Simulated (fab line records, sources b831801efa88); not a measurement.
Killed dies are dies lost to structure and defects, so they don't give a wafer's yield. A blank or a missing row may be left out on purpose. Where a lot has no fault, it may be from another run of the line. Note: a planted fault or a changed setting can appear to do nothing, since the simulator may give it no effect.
fab line records | flow gf180mcu
[record] lots = 7 wafers = 21 last_day = 34
route steps=602 shown CONTACT@314 M1@315
lots with no fault: from the same line, run without faults
start_h: start of the lot's first displayed wafer, in hours after the record's first day | wait_h: hours from the lot's prior step to this one | " identical to the entry in the row above | L1.1+2: a row that stands for several wafers | - no value, or no start was given | * or withheld: withheld | < > ~ a bound
route shown NAME@n: NAME is a module with steps in the file, n the number in the route of the first one | usual: mean/standard deviation taken from wafers without a fault | same: alike in all rows | chamber/n: place in a boat | sites: readings site by site | _std_site: the standard deviation of these | _edge_site: inner sites' mean taken away from outer sites' mean | radius_mm: for every site, how far away it sits from the centre of the wafer | mask NAME#n: copy n | behind: tool/chamber where the wafer was last shaped | hold: reason for holding the lot/hours on hold/outcome of the hold | device: the n, p or np transistor that did not switch | end of line: tests of these same wafers at the route's end | a step with no rows: only its recipe | killed: dies lost to structure and defects at the first sort, not the wafer's yield | map: a wafer's dies, marking killed ones x, the rest . and places with no die _
set.NAME: the setting that was run; set.NAME@STEP: the one run at that earlier step | model.NAME: the simulator's own value behind a step, which no gauge read
lots at some steps of the route; a table a step, a row a wafer
services: when a tool's chamber went out of use (start_h, in hours from the record's first day, below 0 if earlier), for how many hours, and the reason
[[steps]]
[step GF_CONTACT_CMP_27]
[recipe] stop_on = SiO2 down_force_psi = 3.5 platen_rpm = 60 t_overpolish_s = 15 target_thk_nm = 0 pad_velocity_m_s = 0.94248
[usual] motor_current_A = 11.1/0.97 overpolish_run_s = 14.999/0.0083 time_to_endpoint_s = 70/3.6
// columns lot.wafer tool chamber start_h wait_h motor_current_A overpolish_run_s time_to_endpoint_s
L698.4 cmp-02 1 455.53 0.0 12.0 15.012 64
L698.2 " 3 " " 10.9 14.998 67
L698.6 " 2 " " 11.0 15.014 62
L700.3 cmp-02 0 462.80 0.0 12.9 14.991 64
L700.4 " 3 " " 10.7 15.006 68
L700.6 " 0 " " 12.9 14.999 68
L702.4 cmp-01 3 464.83 0.0 10.5 15.010 72
L702.3 " 2 " " 9.6 14.998 72
L702.5 " 3 " " 10.1 15.010 72
L706.1 cmp-02 2 504.18 0.2 10.9 14.997 71
L706.6 " 3 " " 10.5 14.993 76
L706.5 " 0 " " 13.1 15.003 75
L707.2 cmp-02 1 510.58 0.0 11.1 14.989 71
L707.5 " 1 " " 11.7 14.998 76
L707.6 " 2 " " 10.6 14.993 71
L708.1 cmp-01 0 522.67 0.1 11.7 14.997 67
L708.4 " 1 " " 11.0 15.005 66
L708.3 " 3 " " 10.3 15.000 68
L712.1 cmp-01 1 558.59 0.1 10.7 14.996 67
L712.5 " 3 " " 10.4 15.003 68
L712.6 " 0 " " 12.0 14.995 71
[step GF_M1_SPUTTER_00]
[recipe] material = Ti target_thk_nm = 37.5 arriving_ion_energy_ev = 80 substrate_temp_c = 200 chamber_pressure_pa = 2 power_w = 4000 time_s = 150
[step GF_M1_SPUTTER_01]
[recipe] material = TiN target_thk_nm = 30 power_w = 6500 time_s = 25 chamber_pressure_pa = 0.4
[usual] throttle_valve_pct = 29.9/0.66
// columns lot.wafer tool chamber start_h wait_h throttle_valve_pct
L698.2 pvd_sputter-02 - 455.93 0.1 29.6
L698.4 " - " " 29.6
L698.6 " - " " 29.3
L700.3 pvd_sputter-02 - 463.20 0.1 29.8
L700.4 " - " " 29.2
L700.6 " - " " 30.4
L702.3 pvd_sputter-01 - 465.23 0.1 28.7
L702.4 " - " " 29.6
L702.5 " - " " 29.9
L706.1 pvd_sputter-04 - 504.43 0.1 29.7
L706.5 " - " " 30.4
L706.6 " - " " 31.0
L707.2 pvd_sputter-04 - 510.98 0.1 29.8
L707.5 " - " " 30.5
L707.6 " - " " 29.5
L708.1 pvd_sputter-02 - 523.07 0.1 29.5
L708.3 " - " " 29.5
L708.4 " - " " 29.6
L712.1 pvd_sputter-02 - 558.89 0.1 29.5
L712.5 " - " " 29.2
L712.6 " - " " 29.5
[step GF_M1_SPUTTER_02]
[recipe] material = AlCu target_thk_nm = 450 power_w = 10600 time_s = 23.9 chamber_pressure_pa = 0.4
[usual] throttle_valve_pct = 29.9/0.67
// columns lot.wafer tool chamber start_h wait_h throttle_valve_pct
L698.2 pvd_sputter-02 - 455.96 0.0 29.5
L698.4 " - " " 29.7
L698.6 " - " " 29.1
L700.3 pvd_sputter-02 - 463.23 0.0 29.6
L700.4 " - " " 29.3
L700.6 " - " " 30.6
L702.3 pvd_sputter-01 - 465.26 0.0 28.8
L702.4 " - " " 29.4
L702.5 " - " " 29.9
L706.1 pvd_sputter-04 - 504.46 0.0 29.5
L706.5 " - " " 30.7
L706.6 " - " " 31.0
L707.2 pvd_sputter-04 - 511.01 0.0 29.5
L707.5 " - " " 30.4
L707.6 " - " " 29.7
L708.1 pvd_sputter-02 - 523.10 0.0 29.3
L708.3 " - " " 29.4
L708.4 " - " " 29.9
L712.1 pvd_sputter-02 - 558.92 0.0 29.5
L712.5 " - " " 29.2
L712.6 " - " " 29.6
[step GF_M1_SPUTTER_03]
[recipe] material = Ti target_thk_nm = 10 substrate_temp_c = 300 chamber_pressure_pa = 0.3 power_w = 3000 time_s = 6.7
[usual] throttle_valve_pct = 29.9/0.65
// columns lot.wafer tool chamber start_h wait_h throttle_valve_pct
L698.2 pvd_sputter-02 - 455.99 0.0 29.7
L698.4 " - " " 29.6
L698.6 " - " " 29.5
L700.3 pvd_sputter-02 - 463.26 0.0 29.8
L700.4 " - " " 29.4
L700.6 " - " " 30.7
L702.3 pvd_sputter-01 - 465.29 0.0 28.7
L702.4 " - " " 29.3
L702.5 " - " " 29.7
L706.1 pvd_sputter-04 - 504.49 0.0 29.4
L706.5 " - " " 30.3
L706.6 " - " " 31.0
L707.2 pvd_sputter-04 - 511.04 0.0 29.6
L707.5 " - " " 30.6
L707.6 " - " " 29.7
L708.1 pvd_sputter-02 - 523.13 0.0 29.2
L708.3 " - " " 29.3
L708.4 " - " " 29.7
L712.1 pvd_sputter-02 - 558.95 0.0 29.8
L712.5 " - " " 29.4
L712.6 " - " " 29.5
[step GF_M1_SPUTTER_04]
[recipe] material = TiN target_thk_nm = 50 power_w = 6500 time_s = 41.7 chamber_pressure_pa = 0.4
[usual] throttle_valve_pct = 29.9/0.68
// columns lot.wafer tool chamber start_h wait_h throttle_valve_pct
L698.2 pvd_sputter-02 - 456.01 0.0 29.3
L698.4 " - " " 29.7
L698.6 " - " " 29.3
L700.3 pvd_sputter-02 - 463.28 0.0 29.6
L700.4 " - " " 29.4
L700.6 " - " " 30.5
L702.3 pvd_sputter-01 - 465.31 0.0 28.6
L702.4 " - " " 29.5
L702.5 " - " " 29.7
L706.1 pvd_sputter-04 - 504.51 0.0 29.7
L706.5 " - " " 30.6
L706.6 " - " " 31.3
L707.2 pvd_sputter-04 - 511.06 0.0 29.7
L707.5 " - " " 30.4
L707.6 " - " " 29.7
L708.1 pvd_sputter-02 - 523.15 0.0 29.5
L708.3 " - " " 29.3
L708.4 " - " " 29.9
L712.1 pvd_sputter-02 - 558.97 0.0 29.6
L712.5 " - " " 29.5
L712.6 " - " " 29.6
[step GF_M1_RS_MEAS_05]
[recipe] thk_meas_gauge = four-point-probe reads = TiN_of_M1_SPUTTER_04+Ti_of_M1_SPUTTER_03+AlCu_of_M1_SPUTTER_02+TiN_of_M1_SPUTTER_01+Ti_of_M1_SPUTTER_00
[usual] M1_ALCU_RS = 0.0696/0.00084
// columns lot.wafer tool chamber start_h wait_h M1_ALCU_RS[ohm/sq]
L698.2 film_metro-01 - 456.07 0.0 0.0673
L698.4 " - " " 0.0694
L698.6 " - " " 0.0684
L700.3 film_metro-04 - 463.36 0.1 0.0670
L700.4 " - " " 0.0676
L700.6 " - " " 0.0682
L702.3 film_metro-02 - 465.39 0.1 0.0706
L702.4 " - " " 0.0710
L702.5 " - " " 0.0706
L706.1 film_metro-02 - 504.55 0.0 0.0710
L706.5 " - " " 0.0706
L706.6 " - " " 0.0693
L707.2 film_metro-01 - 511.12 0.0 0.0708
L707.5 " - " " 0.0692
L707.6 " - " " 0.0710
L708.1 film_metro-02 - 523.19 0.0 0.0699
L708.3 " - " " 0.0696
L708.4 " - " " 0.0705
L712.1 film_metro-02 - 559.01 0.0 0.0686
L712.5 " - " " 0.0681
L712.6 " - " " 0.0686
[step GF_M1_THK_MEAS_06]
[recipe] thk_meas_gauge = xrf reads = AlCu_of_M1_SPUTTER_02
[usual] M1_ALCU_THK = 446/5.8
// columns lot.wafer tool chamber start_h wait_h M1_ALCU_THK[nm]
L698.2 film_metro-01 - 456.18 0.1 459
L698.4 " - " " 448
L698.6 " - " " 455
L700.3 film_metro-04 - 463.46 0.1 460
L700.4 " - " " 457
L700.6 " - " " 449
L702.3 film_metro-02 - 465.49 0.1 437
L702.4 " - " " 435
L702.5 " - " " 438
L706.1 film_metro-02 - 504.67 0.1 436
L706.5 " - " " 439
L706.6 " - " " 447
L707.2 film_metro-01 - 511.23 0.1 443
L707.5 " - " " 451
L707.6 " - " " 440
L708.1 film_metro-02 - 523.31 0.1 443
L708.3 " - " " 445
L708.4 " - " " 437
L712.1 film_metro-02 - 559.13 0.1 452
L712.5 " - " " 455
L712.6 " - " " 453
[step GF_M1_DEHYDRATE_07]
[recipe] temp_c = 200 time_s = 60
[step GF_M1_HMDS_08]
[recipe] prime_time_s = 60 prime_temp_c = 120
[step GF_M1_COAT_09]
[recipe] resist = KrF spin_rpm = withheld resist_thk_nm = 1000
[step GF_M1_SOFTBAKE_10]
[recipe] temp_c = 130 time_s = 60 resist = KrF
[step GF_M1_EXPOSE_11]
[recipe] mask_id = Metal1 target_cd_nm = 230 na = 0.68 source_shape = conventional sigma_outer = 0.6 dose_mj = 28
// columns lot.wafer tool chamber start_h wait_h mask
L698.2+4+6 krf_scanner-01 0 468.54 - Metal1#0
L700.3+4+6 krf_scanner-01 0 475.22 - Metal1#0
L702.3+4+5 krf_scanner-02 0 477.63 - Metal1#0
L706.1+5+6 krf_scanner-02 0 516.87 - Metal1#0
L707.2+5+6 krf_scanner-02 0 522.64 - Metal1#0
L708.1+3+4 krf_scanner-02 0 534.42 - Metal1#0
L712.1+5+6 krf_scanner-01 0 570.06 - Metal1#0
[step GF_M1_PEB_12]
[recipe] peb_temp_c = 135 peb_time_s = 90 resist = KrF
[step GF_M1_DEVELOP_13]
[recipe] develop_time_s = 60 dev_temp_c = 21
[step GF_M1_CD_MEAS_14]
[recipe] target_cd_nm = 230
[usual] cd_nm = 229.6/1.1
// columns lot.wafer tool chamber start_h wait_h hold cd_nm
L698.2 cd_sem-01 - 480.54 0.1 - 230.5
L698.4 " - " " - 230.6
L698.6 " - " " - 230.9
L700.3 cd_sem-01 - 486.56 0.1 - 231.1
L700.4 " - " " - 229.8
L700.6 " - " " - 231.0
L702.3 cd_sem-01 - 489.52 0.1 - 228.8
L702.4 " - " " - 229.2
L702.5 " - " " - 228.9
L706.1 cd_sem-02 - 528.02 0.1 await_dispo/0.2h/release 227.7
L706.5 " - " " await_dispo/0.2h/release 229.2
L706.6 " - " " await_dispo/0.2h/release 132.8
L706.1 cd_sem-02 - 528.31 0.3 - 227.3
L706.5 " - " " - 229.7
L706.6 " - " " - 133.3
L707.2 cd_sem-02 - 533.70 0.1 await_dispo/0.2h/release 133.5
L707.5 " - " " await_dispo/0.2h/release 228.8
L707.6 " - " " await_dispo/0.2h/release 133.3
L707.2 cd_sem-02 - 533.99 0.3 - 133.7
L707.5 " - " " - 228.5
L707.6 " - " " - 133.7
L708.1 cd_sem-01 - 545.53 0.1 await_dispo/0.2h/release 228.3
L708.3 " - " " await_dispo/0.2h/release 230.9
L708.4 " - " " await_dispo/0.2h/release 135.0
L708.1 cd_sem-01 - 545.82 0.3 - 228.1
L708.3 " - " " - 230.8
L708.4 " - " " - 135.0
L712.1 cd_sem-02 - 580.40 0.1 - 228.3
L712.5 " - " " - 228.7
L712.6 " - " " - 229.3
[step GF_M1_OVL_MEAS_15]
[usual] M1_OVL = 1/5.5
// columns lot.wafer tool chamber start_h wait_h hold M1_OVL[nm]
L698.2 overlay-02 - 480.65 0.1 - 9
L698.4 " - " " - 4
L698.6 " - " " - 13
L700.3 overlay-01 - 486.65 0.1 - -5
L700.4 " - " " - 1
L700.6 " - " " - 5
L702.3 overlay-01 - 489.62 0.1 - 3
L702.4 " - " " - -1
L702.5 " - " " - 4
L706.1 overlay-02 - 531.22 2.9 await_dispo/2.8h/release 1
L706.5 " - " " await_dispo/2.8h/release -3
L706.6 " - " " await_dispo/2.8h/release 4
L707.2 overlay-02 - 538.51 4.5 await_dispo/4.4h/release 0
L707.5 " - " " await_dispo/4.4h/release 5
L707.6 " - " " await_dispo/4.4h/release -1
L708.1 overlay-02 - 548.36 2.5 await_dispo/2.4h/release -6
L708.3 " - " " await_dispo/2.4h/release -5
L708.4 " - " " await_dispo/2.4h/release 1
L712.1 overlay-01 - 580.52 0.1 - 7
L712.5 " - " " - 5
L712.6 " - " " - 10
[step GF_M1_METAL_ETCH_16]
[recipe] chemistry = Cl2/BCl3 mask_material = KrF target_depth_nm = 627.5 stop_on = SiO2 pressure_mtorr = 8 icp_w = 800 bias_w = 140 Cl2_flow_sccm = 80 bcl3_flow_sccm = 40 time_s = 104.6
[usual] drypump_motor_current_A = 5.8/0.6 he_backside_leak_sccm = 3.38/0.21 oes_product_au = 0.972/0.007 throttle_valve_pct = 28.250/0.01
// columns lot.wafer tool chamber start_h wait_h drypump_motor_current_A he_backside_leak_sccm oes_product_au rf_hours_counter_h throttle_valve_pct model.M1.cd_nm
L698.2 rie_metal-02 1 480.68 0.0 6.3 3.12 0.982 10 28.236 233.9
L698.4 " 0 " " 6.4 3.42 0.981 - 28.251 234.2
L698.6 " 1 " " 6.4 3.07 0.975 - 28.252 235.5
L700.3 rie_metal-04 0 486.75 0.1 5.5 3.21 0.967 - 28.237 225.9
L700.4 " 0 " " 5.5 3.45 0.980 - 28.248 225.3
L700.6 " 0 " " 5.5 3.55 0.969 - 28.235 225.9
L702.3 rie_metal-01 0 489.68 0.1 6.3 3.30 0.971 - 28.248 230
L702.4 " 1 " " 5.0 3.59 0.966 - 28.252 226.4
L702.5 " 1 " " 5.0 3.46 0.968 - 28.244 225
L706.1 rie_metal-02 1 531.26 0.0 6.4 3.46 0.969 11 28.258 227.5
L706.5 " 1 " " 6.4 3.54 0.966 - 28.262 228.9
L706.6 " 1 " " 6.4 3.35 0.977 - 28.250 129.7
L707.2 rie_metal-01 0 538.54 0.0 6.3 3.14 0.973 3 28.262 134.5
L707.5 " 1 " " 5.0 3.62 0.977 - 28.241 223.7
L707.6 " 0 " " 6.2 3.28 0.961 - 28.260 135
L708.1 rie_metal-01 1 548.39 0.0 5.0 3.70 0.973 11 28.256 222.1
L708.3 " 0 " " 6.2 3.24 0.966 - 28.251 231.4
L708.4 " 1 " " 5.0 3.58 0.965 - 28.252 132.3
L712.1 rie_metal-01 1 580.55 0.0 5.0 3.61 0.974 11 28.220 222.9
L712.5 " 0 " " 6.3 3.39 0.976 - 28.246 225.1
L712.6 " 1 " " 5.0 3.42 0.978 - 28.241 225.8
[step GF_M1_STRIP_17]
[recipe] chemistry = O2/N2 power_w = 1400 pressure_mtorr = 1500 platen_temp_c = 250 o2_flow_sccm = 3000 n2_flow_sccm = 300 overash_fraction = 0.5
[[services]]
// columns tool chamber start_h hours kind
krf_scanner-02 - 441.93 0.8 pm
rie_metal-04 - 447.05 14.6 pm
rie_metal-01 1 449.18 4.0 repair
krf_scanner-02 - 468.37 - calibration
krf_scanner-02 0 469.23 - calibration
cmp-01 - 470.13 3.6 repair
cmp-02 - 471.78 1.4 repair
krf_scanner-01 - 480.01 1.0 pm
rie_metal-02 1 481.51 9.9 repair
rie_metal-04 1 483.26 12.2 repair
pvd_sputter-02 - 489.47 8.8 repair
rie_metal-01 - 502.46 2.8 pm
cmp-02 - 516.86 0.2 repair
krf_scanner-02 - 537.64 1.0 pm
krf_scanner-01 - 544.33 1.3 pm
pvd_sputter-01 2 549.73 - consumable_replace:kit
pvd_sputter-01 2 549.73 18.0 scheduled_down
pvd_sputter-01 2 549.73 18.0 vent_cycle
pvd_sputter-01 - 553.23 11.6 repair
cmp-02 - 563.49 1.8 repair
cmp-02 - 572.38 4.0 pm
cmp-02 - 576.38 - consumable_replace:conditioner
cmp-02 - 576.38 - consumable_replace:pad
krf_scanner-01 - 577.37 0.8 pm
[[key]]
[first_sign] step = GF_M1_CD_MEAS_14 reading = visit direction = added
[effect] step = GF_M1_CD_MEAS_14 reading = cd_nm direction = down sigmas = 91 usual = 229.6 struck = 133.7
[model_effect] step = GF_M1_METAL_ETCH_16 value = M1.cd_nm without = 228 struck = 132.9
met_at GF_M1_EXPOSE_11
struck_wafers L706.6,L707.2,L707.6,L708.4
later_rows_left_out L706.6,L707.2,L707.6,L708.4
sort_left_out L706.6,L707.2,L707.6,L708.4
onset_between 477.63 516.87
[fault] kind = process_parameter_drift tool = krf_scanner-02 chamber = - onset_h = 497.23 steps = GF_M1_EXPOSE_11 channel = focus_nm offset = 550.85 shape = step end_h = 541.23 scope = struck_wafers_only
// sort_left_out: the simulated sort isn't trusted on such a fault, so these wafers' sort isn't shown, and their yield isn't known
// later_rows_left_out: the simulator's readings of these wafers behind a module that went badly wrong aren't trusted and aren't shown, but for the sort
